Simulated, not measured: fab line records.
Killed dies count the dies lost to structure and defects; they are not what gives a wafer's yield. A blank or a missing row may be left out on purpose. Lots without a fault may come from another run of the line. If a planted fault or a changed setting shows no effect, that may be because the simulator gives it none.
fab line records / flow sky130
record: lots: 6 wafers: 18 lastDay: 50
route steps=708 shown PWDE@84 VT_ADJUST_HVTP@85 VT_ADJUST_LVTN@97
lots untouched by any fault: they come from a run of this same line in which no faults occurred
startH: start of the lot's first displayed wafer, in hours after the record's first day / waitH: hours elapsed since this lot's preceding step / " same as the row above / L1.1+2: a row that stands for several wafers / - no value, or no start was given / * or withheld: withheld / < > ~ a bound
route shown NAME@n: a module of which the file shows steps, and the number in the route of the first / usual: mean/standard deviation of fault-free wafers / same: alike in all rows / chamber/n: place in a boat / sites: the reading at each site / _std_site: how widely they spread, as a standard deviation / _edge_site: outer sites' mean less inner sites' / radiusMm: for every site, how far away it sits from the centre of the wafer / mask NAME#n: copy n / behind: the most recent tool/chamber to have shaped the wafer / hold: cause of the lot's hold/its duration in hours/its outcome / device: names the non-switching transistor (n, p or np) / end of line: the same wafers' tests at the end of the route / a step given without rows: its recipe and nothing more / killed: count of dies lost to structure and defects at first sort (not the wafer's yield) / map: per-die view of a wafer (x killed, . not killed, _ where there is no die)
set.NAME: the setting that was run; set.NAME@STEP: the one run at that earlier step / model.NAME: the simulator's own value behind a step, which no gauge read
certain route steps with their lots: each step a table, each wafer a row
services: a tool's chamber out of use, with start hour (startH, from the record's first day; less than 0 if before it), hours out, and reason
== steps ==
step: SKY_NWELL_RS_MEAS_31
recipe: thkMeasGauge: four-point-probe
usual: PWDE_RS: 5274/20
lot.wafer=L284.1 tool=filmMetro-03 chamber=- startH=106.99 waitH=0.1 PWDE_RS[ohm/sq]=5284
lot.wafer=L284.3 tool=filmMetro-03 chamber=- startH=106.99 waitH=0.1 PWDE_RS[ohm/sq]=5278
lot.wafer=L284.5 tool=filmMetro-03 chamber=- startH=106.99 waitH=0.1 PWDE_RS[ohm/sq]=5301
lot.wafer=L292.1 tool=filmMetro-03 chamber=- startH=157.58 waitH=0.1 PWDE_RS[ohm/sq]=5287
lot.wafer=L292.3 tool=filmMetro-03 chamber=- startH=157.58 waitH=0.1 PWDE_RS[ohm/sq]=5279
lot.wafer=L292.4 tool=filmMetro-03 chamber=- startH=157.58 waitH=0.1 PWDE_RS[ohm/sq]=5293
lot.wafer=L293.4 tool=filmMetro-01 chamber=- startH=162.66 waitH=0.1 PWDE_RS[ohm/sq]=5293
lot.wafer=L293.5 tool=filmMetro-01 chamber=- startH=162.66 waitH=0.1 PWDE_RS[ohm/sq]=5271
lot.wafer=L293.6 tool=filmMetro-01 chamber=- startH=162.66 waitH=0.1 PWDE_RS[ohm/sq]=5277
lot.wafer=L303.1 tool=filmMetro-01 chamber=- startH=225.20 waitH=0.1 PWDE_RS[ohm/sq]=5254
lot.wafer=L303.4 tool=filmMetro-01 chamber=- startH=225.20 waitH=0.1 PWDE_RS[ohm/sq]=5234
lot.wafer=L303.6 tool=filmMetro-01 chamber=- startH=225.20 waitH=0.1 PWDE_RS[ohm/sq]=5247
lot.wafer=L304.2 tool=filmMetro-01 chamber=- startH=233.80 waitH=0.1 PWDE_RS[ohm/sq]=5272
lot.wafer=L304.4 tool=filmMetro-01 chamber=- startH=233.80 waitH=0.1 PWDE_RS[ohm/sq]=5273
lot.wafer=L304.6 tool=filmMetro-01 chamber=- startH=233.80 waitH=0.1 PWDE_RS[ohm/sq]=5256
lot.wafer=L306.1 tool=filmMetro-03 chamber=- startH=245.65 waitH=0.1 PWDE_RS[ohm/sq]=5301
lot.wafer=L306.3 tool=filmMetro-03 chamber=- startH=245.65 waitH=0.1 PWDE_RS[ohm/sq]=5305
lot.wafer=L306.6 tool=filmMetro-03 chamber=- startH=245.65 waitH=0.1 PWDE_RS[ohm/sq]=5291
step: SKY_VT_ADJUST_HVTP_DEHYDRATE_00
recipe: tempC: 200 timeS: 60
step: SKY_VT_ADJUST_HVTP_HMDS_01
recipe: primeTimeS: 60 primeTempC: 120
step: SKY_VT_ADJUST_HVTP_COAT_02
recipe: resist: NOVOLAK spinRpm: 3000 resistThkNm: 1140
step: SKY_VT_ADJUST_HVTP_SOFTBAKE_03
recipe: tempC: 90 timeS: 60 resist: NOVOLAK
step: SKY_VT_ADJUST_HVTP_EXPOSE_04
recipe: maskId: HVTPM na: 0.6 sourceShape: conventional sigmaOuter: 0.6 polarization: unpolarized targetCdNm: 380 doseMj: 140
step: SKY_VT_ADJUST_HVTP_PEB_05
recipe: tempC: withheld timeS: * resist: NOVOLAK
step: SKY_VT_ADJUST_HVTP_DEVELOP_06
recipe: resist: NOVOLAK developer: TMAH developTimeS: 60 devTempC: 23
step: SKY_VT_ADJUST_HVTP_CD_MEAS_07
recipe: targetCdNm: 380
usual: cdNm: 380/3.3
lot.wafer=L284.1 tool=cdSem-01 chamber=- startH=124.85 waitH=0.2 cdNm=382
lot.wafer=L284.3 tool=cdSem-01 chamber=- startH=124.85 waitH=0.2 cdNm=382
lot.wafer=L284.5 tool=cdSem-01 chamber=- startH=124.85 waitH=0.2 cdNm=381
lot.wafer=L292.1 tool=cdSem-01 chamber=- startH=176.93 waitH=0.2 cdNm=376
lot.wafer=L292.3 tool=cdSem-01 chamber=- startH=176.93 waitH=0.2 cdNm=377
lot.wafer=L292.4 tool=cdSem-01 chamber=- startH=176.93 waitH=0.2 cdNm=378
lot.wafer=L293.4 tool=cdSem-01 chamber=- startH=183.35 waitH=0.1 cdNm=384
lot.wafer=L293.5 tool=cdSem-01 chamber=- startH=183.35 waitH=0.1 cdNm=383
lot.wafer=L293.6 tool=cdSem-01 chamber=- startH=183.35 waitH=0.1 cdNm=381
lot.wafer=L303.1 tool=cdSem-02 chamber=- startH=248.34 waitH=0.1 cdNm=385
lot.wafer=L303.4 tool=cdSem-02 chamber=- startH=248.34 waitH=0.1 cdNm=383
lot.wafer=L303.6 tool=cdSem-02 chamber=- startH=248.34 waitH=0.1 cdNm=383
lot.wafer=L304.2 tool=cdSem-01 chamber=- startH=256.36 waitH=0.1 cdNm=379
lot.wafer=L304.4 tool=cdSem-01 chamber=- startH=256.36 waitH=0.1 cdNm=378
lot.wafer=L304.6 tool=cdSem-01 chamber=- startH=256.36 waitH=0.1 cdNm=380
lot.wafer=L306.1 tool=cdSem-01 chamber=- startH=268.86 waitH=0.1 cdNm=372
lot.wafer=L306.3 tool=cdSem-01 chamber=- startH=268.86 waitH=0.1 cdNm=374
lot.wafer=L306.6 tool=cdSem-01 chamber=- startH=268.86 waitH=0.1 cdNm=373
step: SKY_VT_ADJUST_HVTP_OVL_MEAS_08
usual: VT_ADJUST_HVTP_OVL: -1.1/1.4
lot.wafer=L284.1 tool=overlay-02 chamber=- startH=124.97 waitH=0.1 VT_ADJUST_HVTP_OVL[nm]=-2.9
lot.wafer=L284.3 tool=overlay-02 chamber=- startH=124.97 waitH=0.1 VT_ADJUST_HVTP_OVL[nm]=-1.8
lot.wafer=L284.5 tool=overlay-02 chamber=- startH=124.97 waitH=0.1 VT_ADJUST_HVTP_OVL[nm]=-1.3
lot.wafer=L292.1 tool=overlay-02 chamber=- startH=177.05 waitH=0.1 VT_ADJUST_HVTP_OVL[nm]=0.2
lot.wafer=L292.3 tool=overlay-02 chamber=- startH=177.05 waitH=0.1 VT_ADJUST_HVTP_OVL[nm]=-2.5
lot.wafer=L292.4 tool=overlay-02 chamber=- startH=177.05 waitH=0.1 VT_ADJUST_HVTP_OVL[nm]=1.5
lot.wafer=L293.4 tool=overlay-02 chamber=- startH=183.43 waitH=0.1 VT_ADJUST_HVTP_OVL[nm]=-1.8
lot.wafer=L293.5 tool=overlay-02 chamber=- startH=183.43 waitH=0.1 VT_ADJUST_HVTP_OVL[nm]=-2.1
lot.wafer=L293.6 tool=overlay-02 chamber=- startH=183.43 waitH=0.1 VT_ADJUST_HVTP_OVL[nm]=-2.2
lot.wafer=L303.1 tool=overlay-01 chamber=- startH=248.46 waitH=0.1 VT_ADJUST_HVTP_OVL[nm]=-2.0
lot.wafer=L303.4 tool=overlay-01 chamber=- startH=248.46 waitH=0.1 VT_ADJUST_HVTP_OVL[nm]=-1.5
lot.wafer=L303.6 tool=overlay-01 chamber=- startH=248.46 waitH=0.1 VT_ADJUST_HVTP_OVL[nm]=-0.5
lot.wafer=L304.2 tool=overlay-02 chamber=- startH=256.47 waitH=0.1 VT_ADJUST_HVTP_OVL[nm]=-0.9
lot.wafer=L304.4 tool=overlay-02 chamber=- startH=256.47 waitH=0.1 VT_ADJUST_HVTP_OVL[nm]=-1.9
lot.wafer=L304.6 tool=overlay-02 chamber=- startH=256.47 waitH=0.1 VT_ADJUST_HVTP_OVL[nm]=-1.7
lot.wafer=L306.1 tool=overlay-02 chamber=- startH=268.98 waitH=0.1 VT_ADJUST_HVTP_OVL[nm]=0.9
lot.wafer=L306.3 tool=overlay-02 chamber=- startH=268.98 waitH=0.1 VT_ADJUST_HVTP_OVL[nm]=-1.1
lot.wafer=L306.6 tool=overlay-02 chamber=- startH=268.98 waitH=0.1 VT_ADJUST_HVTP_OVL[nm]=2.0
step: SKY_VT_ADJUST_HVTP_IMPLANT_09
recipe: species: As energyKev: 150 doseCm2: 4.3e+12 tiltDeg: withheld
step: SKY_VT_ADJUST_HVTP_STRIP_10
recipe: chemistry: O2/N2 powerW: 1400 pressureMtorr: 1500 platenTempC: withheld o2FlowSccm: 3000 n2FlowSccm: 300 overashFraction: 0.5
usual: chamberPressureMTorr: 1499.9/1.3 drypumpMotorCurrentA: 5.6/0.5 oesProductAu: 0.715/0.0041 stripTimeToEndpointS: 14.18/0.042
lot.wafer=L284.1 tool=plasmaAsher-04 chamber=0 startH=125.15 waitH=0.1 chamberPressureMTorr=1500.0 drypumpMotorCurrentA=5.3 oesProductAu=0.709 rfHoursCounterH=43 stripTimeToEndpointS=14.19 model.NOVOLAK_of_VT_ADJUST_HVTP_COAT_02.thkNm=0
lot.wafer=L284.3 tool=plasmaAsher-04 chamber=1 startH=125.15 waitH=0.1 chamberPressureMTorr=1501.2 drypumpMotorCurrentA=5.5 oesProductAu=0.727 rfHoursCounterH=- stripTimeToEndpointS=14.24 model.NOVOLAK_of_VT_ADJUST_HVTP_COAT_02.thkNm=0
lot.wafer=L284.5 tool=plasmaAsher-04 chamber=1 startH=125.15 waitH=0.1 chamberPressureMTorr=1499.0 drypumpMotorCurrentA=5.5 oesProductAu=0.719 rfHoursCounterH=- stripTimeToEndpointS=14.21 model.NOVOLAK_of_VT_ADJUST_HVTP_COAT_02.thkNm=0
lot.wafer=L292.1 tool=plasmaAsher-04 chamber=0 startH=177.24 waitH=0.1 chamberPressureMTorr=- drypumpMotorCurrentA=- oesProductAu=- rfHoursCounterH=- stripTimeToEndpointS=- model.NOVOLAK_of_VT_ADJUST_HVTP_COAT_02.thkNm=1143
lot.wafer=L292.3 tool=plasmaAsher-04 chamber=0 startH=177.24 waitH=0.1 chamberPressureMTorr=- drypumpMotorCurrentA=- oesProductAu=- rfHoursCounterH=- stripTimeToEndpointS=- model.NOVOLAK_of_VT_ADJUST_HVTP_COAT_02.thkNm=1138
lot.wafer=L292.4 tool=plasmaAsher-04 chamber=1 startH=177.24 waitH=0.1 chamberPressureMTorr=- drypumpMotorCurrentA=- oesProductAu=- rfHoursCounterH=- stripTimeToEndpointS=- model.NOVOLAK_of_VT_ADJUST_HVTP_COAT_02.thkNm=1140
lot.wafer=L293.4 tool=plasmaAsher-01 chamber=1 startH=183.63 waitH=0.1 chamberPressureMTorr=- drypumpMotorCurrentA=- oesProductAu=- rfHoursCounterH=- stripTimeToEndpointS=- model.NOVOLAK_of_VT_ADJUST_HVTP_COAT_02.thkNm=1134
lot.wafer=L293.5 tool=plasmaAsher-01 chamber=0 startH=183.63 waitH=0.1 chamberPressureMTorr=- drypumpMotorCurrentA=- oesProductAu=- rfHoursCounterH=- stripTimeToEndpointS=- model.NOVOLAK_of_VT_ADJUST_HVTP_COAT_02.thkNm=1138
lot.wafer=L293.6 tool=plasmaAsher-01 chamber=1 startH=183.63 waitH=0.1 chamberPressureMTorr=- drypumpMotorCurrentA=- oesProductAu=- rfHoursCounterH=- stripTimeToEndpointS=- model.NOVOLAK_of_VT_ADJUST_HVTP_COAT_02.thkNm=1140
lot.wafer=L303.1 tool=plasmaAsher-02 chamber=0 startH=248.65 waitH=0.1 chamberPressureMTorr=1498.6 drypumpMotorCurrentA=5.9 oesProductAu=0.711 rfHoursCounterH=43 stripTimeToEndpointS=14.07 model.NOVOLAK_of_VT_ADJUST_HVTP_COAT_02.thkNm=0
lot.wafer=L303.4 tool=plasmaAsher-02 chamber=1 startH=248.65 waitH=0.1 chamberPressureMTorr=1500.3 drypumpMotorCurrentA=6.2 oesProductAu=0.720 rfHoursCounterH=- stripTimeToEndpointS=14.14 model.NOVOLAK_of_VT_ADJUST_HVTP_COAT_02.thkNm=0
lot.wafer=L303.6 tool=plasmaAsher-02 chamber=0 startH=248.65 waitH=0.1 chamberPressureMTorr=1498.7 drypumpMotorCurrentA=5.9 oesProductAu=0.714 rfHoursCounterH=- stripTimeToEndpointS=14.14 model.NOVOLAK_of_VT_ADJUST_HVTP_COAT_02.thkNm=0
lot.wafer=L304.2 tool=plasmaAsher-01 chamber=1 startH=256.65 waitH=0.1 chamberPressureMTorr=1501.4 drypumpMotorCurrentA=5.0 oesProductAu=0.717 rfHoursCounterH=14 stripTimeToEndpointS=14.19 model.NOVOLAK_of_VT_ADJUST_HVTP_COAT_02.thkNm=0
lot.wafer=L304.4 tool=plasmaAsher-01 chamber=0 startH=256.65 waitH=0.1 chamberPressureMTorr=1499.1 drypumpMotorCurrentA=6.6 oesProductAu=0.712 rfHoursCounterH=- stripTimeToEndpointS=14.22 model.NOVOLAK_of_VT_ADJUST_HVTP_COAT_02.thkNm=0
lot.wafer=L304.6 tool=plasmaAsher-01 chamber=0 startH=256.65 waitH=0.1 chamberPressureMTorr=1500.4 drypumpMotorCurrentA=6.6 oesProductAu=0.720 rfHoursCounterH=- stripTimeToEndpointS=14.21 model.NOVOLAK_of_VT_ADJUST_HVTP_COAT_02.thkNm=0
lot.wafer=L306.1 tool=plasmaAsher-01 chamber=1 startH=269.17 waitH=0.1 chamberPressureMTorr=1500.5 drypumpMotorCurrentA=5.0 oesProductAu=0.709 rfHoursCounterH=15 stripTimeToEndpointS=14.20 model.NOVOLAK_of_VT_ADJUST_HVTP_COAT_02.thkNm=0
lot.wafer=L306.3 tool=plasmaAsher-01 chamber=0 startH=269.17 waitH=0.1 chamberPressureMTorr=1498.4 drypumpMotorCurrentA=6.6 oesProductAu=0.715 rfHoursCounterH=- stripTimeToEndpointS=14.13 model.NOVOLAK_of_VT_ADJUST_HVTP_COAT_02.thkNm=0
lot.wafer=L306.6 tool=plasmaAsher-01 chamber=1 startH=269.17 waitH=0.1 chamberPressureMTorr=1500.2 drypumpMotorCurrentA=5.0 oesProductAu=0.721 rfHoursCounterH=- stripTimeToEndpointS=14.21 model.NOVOLAK_of_VT_ADJUST_HVTP_COAT_02.thkNm=0
step: SKY_VT_ADJUST_HVTP_TW_MEAS_11
usual: VT_ADJUST_HVTP_TW: 1352/17
lot.wafer=L284.1 tool=filmMetro-02 chamber=- startH=125.25 waitH=0.1 VT_ADJUST_HVTP_TW=1333
lot.wafer=L284.3 tool=filmMetro-02 chamber=- startH=125.25 waitH=0.1 VT_ADJUST_HVTP_TW=1326
lot.wafer=L284.5 tool=filmMetro-02 chamber=- startH=125.25 waitH=0.1 VT_ADJUST_HVTP_TW=1326
lot.wafer=L292.1 tool=filmMetro-02 chamber=- startH=177.34 waitH=0.1 VT_ADJUST_HVTP_TW=1332
lot.wafer=L292.3 tool=filmMetro-02 chamber=- startH=177.34 waitH=0.1 VT_ADJUST_HVTP_TW=1329
lot.wafer=L292.4 tool=filmMetro-02 chamber=- startH=177.34 waitH=0.1 VT_ADJUST_HVTP_TW=1330
lot.wafer=L293.4 tool=filmMetro-04 chamber=- startH=183.73 waitH=0.1 VT_ADJUST_HVTP_TW=1363
lot.wafer=L293.5 tool=filmMetro-04 chamber=- startH=183.73 waitH=0.1 VT_ADJUST_HVTP_TW=1362
lot.wafer=L293.6 tool=filmMetro-04 chamber=- startH=183.73 waitH=0.1 VT_ADJUST_HVTP_TW=1373
lot.wafer=L303.1 tool=filmMetro-04 chamber=- startH=248.75 waitH=0.1 VT_ADJUST_HVTP_TW=1364
lot.wafer=L303.4 tool=filmMetro-04 chamber=- startH=248.75 waitH=0.1 VT_ADJUST_HVTP_TW=1367
lot.wafer=L303.6 tool=filmMetro-04 chamber=- startH=248.75 waitH=0.1 VT_ADJUST_HVTP_TW=1370
lot.wafer=L304.2 tool=filmMetro-03 chamber=- startH=256.76 waitH=0.1 VT_ADJUST_HVTP_TW=1361
lot.wafer=L304.4 tool=filmMetro-03 chamber=- startH=256.76 waitH=0.1 VT_ADJUST_HVTP_TW=1375
lot.wafer=L304.6 tool=filmMetro-03 chamber=- startH=256.76 waitH=0.1 VT_ADJUST_HVTP_TW=1364
lot.wafer=L306.1 tool=filmMetro-02 chamber=- startH=269.27 waitH=0.1 VT_ADJUST_HVTP_TW=1327
lot.wafer=L306.3 tool=filmMetro-02 chamber=- startH=269.27 waitH=0.1 VT_ADJUST_HVTP_TW=1327
lot.wafer=L306.6 tool=filmMetro-02 chamber=- startH=269.27 waitH=0.1 VT_ADJUST_HVTP_TW=1325
step: SKY_VT_ADJUST_LVTN_DEHYDRATE_00
recipe: tempC: 200 timeS: 60
step: SKY_VT_ADJUST_LVTN_HMDS_01
recipe: primeTimeS: 60 primeTempC: 120
step: SKY_VT_ADJUST_LVTN_COAT_02
recipe: spinRpm: 2000 resistThkNm: 3000
step: SKY_VT_ADJUST_LVTN_SOFTBAKE_03
recipe: tempC: 110 timeS: withheld
step: SKY_VT_ADJUST_LVTN_EXPOSE_04
recipe: maskId: NWM_COMPLEMENT_LESS_NATIVE na: 0.6 sourceShape: conventional sigmaOuter: 0.6 polarization: unpolarized targetCdNm: 840 doseMj: 194
step: SKY_VT_ADJUST_LVTN_PEB_05
recipe: tempC: 115 timeS: withheld
step: SKY_VT_ADJUST_LVTN_DEVELOP_06
recipe: wallAngleDeg: 90 developer: TMAH developTimeS: 60 devTempC: 23
step: SKY_VT_ADJUST_LVTN_OVL_MEAS_07
usual: VT_ADJUST_LVTN_OVL: -0.4/1.3
lot.wafer=L284.1 tool=overlay-02 chamber=- startH=143.60 waitH=- VT_ADJUST_LVTN_OVL[nm]=-0.7
lot.wafer=L284.3 tool=overlay-02 chamber=- startH=143.60 waitH=- VT_ADJUST_LVTN_OVL[nm]=0.0
lot.wafer=L284.5 tool=overlay-02 chamber=- startH=143.60 waitH=- VT_ADJUST_LVTN_OVL[nm]=0.2
lot.wafer=L292.1 tool=overlay-02 chamber=- startH=198.34 waitH=- VT_ADJUST_LVTN_OVL[nm]=0.2
lot.wafer=L292.3 tool=overlay-02 chamber=- startH=198.34 waitH=- VT_ADJUST_LVTN_OVL[nm]=2.0
lot.wafer=L292.4 tool=overlay-02 chamber=- startH=198.34 waitH=- VT_ADJUST_LVTN_OVL[nm]=0.8
lot.wafer=L293.4 tool=overlay-02 chamber=- startH=204.42 waitH=- VT_ADJUST_LVTN_OVL[nm]=1.5
lot.wafer=L293.5 tool=overlay-02 chamber=- startH=204.42 waitH=- VT_ADJUST_LVTN_OVL[nm]=1.5
lot.wafer=L293.6 tool=overlay-02 chamber=- startH=204.42 waitH=- VT_ADJUST_LVTN_OVL[nm]=0.3
lot.wafer=L303.1 tool=overlay-01 chamber=- startH=272.71 waitH=- VT_ADJUST_LVTN_OVL[nm]=-0.4
lot.wafer=L303.4 tool=overlay-01 chamber=- startH=272.71 waitH=- VT_ADJUST_LVTN_OVL[nm]=1.3
lot.wafer=L303.6 tool=overlay-01 chamber=- startH=272.71 waitH=- VT_ADJUST_LVTN_OVL[nm]=0.5
lot.wafer=L304.2 tool=overlay-01 chamber=- startH=280.32 waitH=- VT_ADJUST_LVTN_OVL[nm]=-2.0
lot.wafer=L304.4 tool=overlay-01 chamber=- startH=280.32 waitH=- VT_ADJUST_LVTN_OVL[nm]=-1.2
lot.wafer=L304.6 tool=overlay-01 chamber=- startH=280.32 waitH=- VT_ADJUST_LVTN_OVL[nm]=-0.8
lot.wafer=L306.1 tool=overlay-01 chamber=- startH=293.55 waitH=- VT_ADJUST_LVTN_OVL[nm]=-1.3
lot.wafer=L306.3 tool=overlay-01 chamber=- startH=293.55 waitH=- VT_ADJUST_LVTN_OVL[nm]=-2.1
lot.wafer=L306.6 tool=overlay-01 chamber=- startH=293.55 waitH=- VT_ADJUST_LVTN_OVL[nm]=-2.6
step: SKY_VT_ADJUST_LVTN_IMPLANT_08
recipe: species: B energyKev: 30 doseCm2: 1.57e+12 tiltDeg: withheld
step: SKY_VT_ADJUST_LVTN_STRIP_09
recipe: chemistry: O2/N2 powerW: 1400 pressureMtorr: 1500 platenTempC: withheld o2FlowSccm: 3000 n2FlowSccm: 300 overashFraction: 0.5
usual: chamberPressureMTorr: 1499.9/1.4 drypumpMotorCurrentA: 5.8/0.66 oesProductAu: 0.723/0.0048 stripTimeToEndpointS: 36.91/0.097
lot.wafer=L284.1 tool=plasmaAsher-04 chamber=1 startH=143.79 waitH=0.1 chamberPressureMTorr=1499.5 drypumpMotorCurrentA=5.5 oesProductAu=0.718 rfHoursCounterH=45 stripTimeToEndpointS=36.86
lot.wafer=L284.3 tool=plasmaAsher-04 chamber=0 startH=143.79 waitH=0.1 chamberPressureMTorr=1501.5 drypumpMotorCurrentA=5.3 oesProductAu=0.725 rfHoursCounterH=- stripTimeToEndpointS=36.88
lot.wafer=L284.5 tool=plasmaAsher-04 chamber=1 startH=143.79 waitH=0.1 chamberPressureMTorr=1501.4 drypumpMotorCurrentA=5.5 oesProductAu=0.721 rfHoursCounterH=- stripTimeToEndpointS=37.00
lot.wafer=L292.1 tool=plasmaAsher-01 chamber=0 startH=198.53 waitH=0.1 chamberPressureMTorr=1498.6 drypumpMotorCurrentA=6.5 oesProductAu=0.735 rfHoursCounterH=8 stripTimeToEndpointS=53.67
lot.wafer=L292.3 tool=plasmaAsher-01 chamber=1 startH=198.53 waitH=0.1 chamberPressureMTorr=1500.1 drypumpMotorCurrentA=5.0 oesProductAu=0.727 rfHoursCounterH=- stripTimeToEndpointS=53.63
lot.wafer=L292.4 tool=plasmaAsher-01 chamber=0 startH=198.53 waitH=0.1 chamberPressureMTorr=1500.2 drypumpMotorCurrentA=6.5 oesProductAu=0.725 rfHoursCounterH=- stripTimeToEndpointS=53.78
lot.wafer=L293.4 tool=plasmaAsher-03 chamber=1 startH=204.62 waitH=0.1 chamberPressureMTorr=1499.4 drypumpMotorCurrentA=6.7 oesProductAu=0.726 rfHoursCounterH=- stripTimeToEndpointS=53.73
lot.wafer=L293.5 tool=plasmaAsher-03 chamber=0 startH=204.62 waitH=0.1 chamberPressureMTorr=1502.5 drypumpMotorCurrentA=6.0 oesProductAu=0.728 rfHoursCounterH=- stripTimeToEndpointS=53.81
lot.wafer=L293.6 tool=plasmaAsher-03 chamber=1 startH=204.62 waitH=0.1 chamberPressureMTorr=1498.2 drypumpMotorCurrentA=6.6 oesProductAu=0.730 rfHoursCounterH=- stripTimeToEndpointS=53.86
lot.wafer=L303.1 tool=plasmaAsher-03 chamber=1 startH=272.90 waitH=0.1 chamberPressureMTorr=1498.6 drypumpMotorCurrentA=6.6 oesProductAu=0.720 rfHoursCounterH=60 stripTimeToEndpointS=36.96
lot.wafer=L303.4 tool=plasmaAsher-03 chamber=0 startH=272.90 waitH=0.1 chamberPressureMTorr=1499.5 drypumpMotorCurrentA=6.1 oesProductAu=0.722 rfHoursCounterH=- stripTimeToEndpointS=37.05
lot.wafer=L303.6 tool=plasmaAsher-03 chamber=0 startH=272.90 waitH=0.1 chamberPressureMTorr=1500.2 drypumpMotorCurrentA=6.1 oesProductAu=0.718 rfHoursCounterH=- stripTimeToEndpointS=36.91
lot.wafer=L304.2 tool=plasmaAsher-04 chamber=1 startH=280.50 waitH=0.1 chamberPressureMTorr=1500.7 drypumpMotorCurrentA=5.5 oesProductAu=0.717 rfHoursCounterH=58 stripTimeToEndpointS=36.74
lot.wafer=L304.4 tool=plasmaAsher-04 chamber=0 startH=280.50 waitH=0.1 chamberPressureMTorr=1500.7 drypumpMotorCurrentA=5.3 oesProductAu=0.730 rfHoursCounterH=- stripTimeToEndpointS=36.89
lot.wafer=L304.6 tool=plasmaAsher-04 chamber=0 startH=280.50 waitH=0.1 chamberPressureMTorr=1499.8 drypumpMotorCurrentA=5.3 oesProductAu=0.709 rfHoursCounterH=- stripTimeToEndpointS=36.82
lot.wafer=L306.1 tool=plasmaAsher-04 chamber=0 startH=293.73 waitH=0.1 chamberPressureMTorr=1497.9 drypumpMotorCurrentA=5.3 oesProductAu=0.714 rfHoursCounterH=59 stripTimeToEndpointS=36.94
lot.wafer=L306.3 tool=plasmaAsher-04 chamber=0 startH=293.73 waitH=0.1 chamberPressureMTorr=1500.6 drypumpMotorCurrentA=5.3 oesProductAu=0.724 rfHoursCounterH=- stripTimeToEndpointS=36.90
lot.wafer=L306.6 tool=plasmaAsher-04 chamber=0 startH=293.73 waitH=0.1 chamberPressureMTorr=1502.3 drypumpMotorCurrentA=5.3 oesProductAu=0.730 rfHoursCounterH=- stripTimeToEndpointS=36.92
step: SKY_VT_ADJUST_LVTN_TW_MEAS_10
usual: VT_ADJUST_LVTN_TW: 240.4/2.9
lot.wafer=L284.1 tool=filmMetro-01 chamber=- startH=143.89 waitH=0.1 VT_ADJUST_LVTN_TW=237.5
lot.wafer=L284.3 tool=filmMetro-01 chamber=- startH=143.89 waitH=0.1 VT_ADJUST_LVTN_TW=238.6
lot.wafer=L284.5 tool=filmMetro-01 chamber=- startH=143.89 waitH=0.1 VT_ADJUST_LVTN_TW=237.9
lot.wafer=L292.1 tool=filmMetro-02 chamber=- startH=198.63 waitH=0.1 VT_ADJUST_LVTN_TW=29.7
lot.wafer=L292.3 tool=filmMetro-02 chamber=- startH=198.63 waitH=0.1 VT_ADJUST_LVTN_TW=29.3
lot.wafer=L292.4 tool=filmMetro-02 chamber=- startH=198.63 waitH=0.1 VT_ADJUST_LVTN_TW=29.6
lot.wafer=L293.4 tool=filmMetro-04 chamber=- startH=204.72 waitH=0.1 VT_ADJUST_LVTN_TW=30.3
lot.wafer=L293.5 tool=filmMetro-04 chamber=- startH=204.72 waitH=0.1 VT_ADJUST_LVTN_TW=30.2
lot.wafer=L293.6 tool=filmMetro-04 chamber=- startH=204.72 waitH=0.1 VT_ADJUST_LVTN_TW=30.2
lot.wafer=L303.1 tool=filmMetro-02 chamber=- startH=273.00 waitH=0.1 VT_ADJUST_LVTN_TW=238.3
lot.wafer=L303.4 tool=filmMetro-02 chamber=- startH=273.00 waitH=0.1 VT_ADJUST_LVTN_TW=238.1
lot.wafer=L303.6 tool=filmMetro-02 chamber=- startH=273.00 waitH=0.1 VT_ADJUST_LVTN_TW=238.0
lot.wafer=L304.2 tool=filmMetro-04 chamber=- startH=280.61 waitH=0.1 VT_ADJUST_LVTN_TW=243.1
lot.wafer=L304.4 tool=filmMetro-04 chamber=- startH=280.61 waitH=0.1 VT_ADJUST_LVTN_TW=242.9
lot.wafer=L304.6 tool=filmMetro-04 chamber=- startH=280.61 waitH=0.1 VT_ADJUST_LVTN_TW=242.9
lot.wafer=L306.1 tool=filmMetro-01 chamber=- startH=293.83 waitH=0.1 VT_ADJUST_LVTN_TW=238.5
lot.wafer=L306.3 tool=filmMetro-01 chamber=- startH=293.83 waitH=0.1 VT_ADJUST_LVTN_TW=238.3
lot.wafer=L306.6 tool=filmMetro-01 chamber=- startH=293.83 waitH=0.1 VT_ADJUST_LVTN_TW=237.5
step: SKY_VT_ADJUST_LVTN_DEHYDRATE_11
recipe: tempC: 200 timeS: 60
== services ==
tool=plasmaAsher-01 chamber=- startH=108.75 hours=9.0 kind=pm
tool=plasmaAsher-01 chamber=0 startH=108.75 hours=9.0 kind=ventCycle
tool=plasmaAsher-01 chamber=1 startH=108.75 hours=9.0 kind=ventCycle
tool=plasmaAsher-01 chamber=0 startH=117.75 hours=- kind=clean
tool=plasmaAsher-01 chamber=1 startH=117.75 hours=- kind=clean
tool=plasmaAsher-02 chamber=- startH=132.73 hours=0.6 kind=repair
tool=plasmaAsher-03 chamber=- startH=155.52 hours=1.0 kind=repair
tool=plasmaAsher-03 chamber=- startH=187.46 hours=2.8 kind=pm
== key ==
firstSign: step: SKY_VT_ADJUST_HVTP_STRIP_10 reading: toolRecord direction: missing
effect: step: SKY_VT_ADJUST_LVTN_STRIP_09 reading: stripTimeToEndpointS direction: up sigmas: 99+ usual: * struck: *
effect: step: SKY_VT_ADJUST_LVTN_TW_MEAS_10 reading: VT_ADJUST_LVTN_TW direction: down sigmas: 74 usual: 240.4 struck: 29.9
modelEffect: step: SKY_VT_ADJUST_HVTP_STRIP_10 value: NOVOLAK_of_VT_ADJUST_HVTP_COAT_02.thkNm without: 0 struck: 1139
metAt SKY_VT_ADJUST_HVTP_STRIP_10
struckWafers L292.1,L292.3,L292.4,L293.4,L293.5,L293.6
sortLeftOut L292.1,L292.3,L292.4,L293.4,L293.5,L293.6
testerLeftOut L292,L293
onsetBetween 125.15 177.24
fault: kind: skippedStepWhole tool: plasmaAsher-01,plasmaAsher-04 chamber: - onsetH: 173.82 steps: SKY_VT_ADJUST_HVTP_STRIP_10 scope: struckLotsOnly
testerLeftOut: of these lots the tester's yield and bins aren't shown, on N5 and GAA mostly nor the transistor test; their killed dies are dies lost to structure and defects alone, not to doping, threshold or leakage, so they don't give the yield
sortLeftOut: the simulated sort isn't trusted on such a fault, so these wafers' sort isn't shown, and their yield isn't known
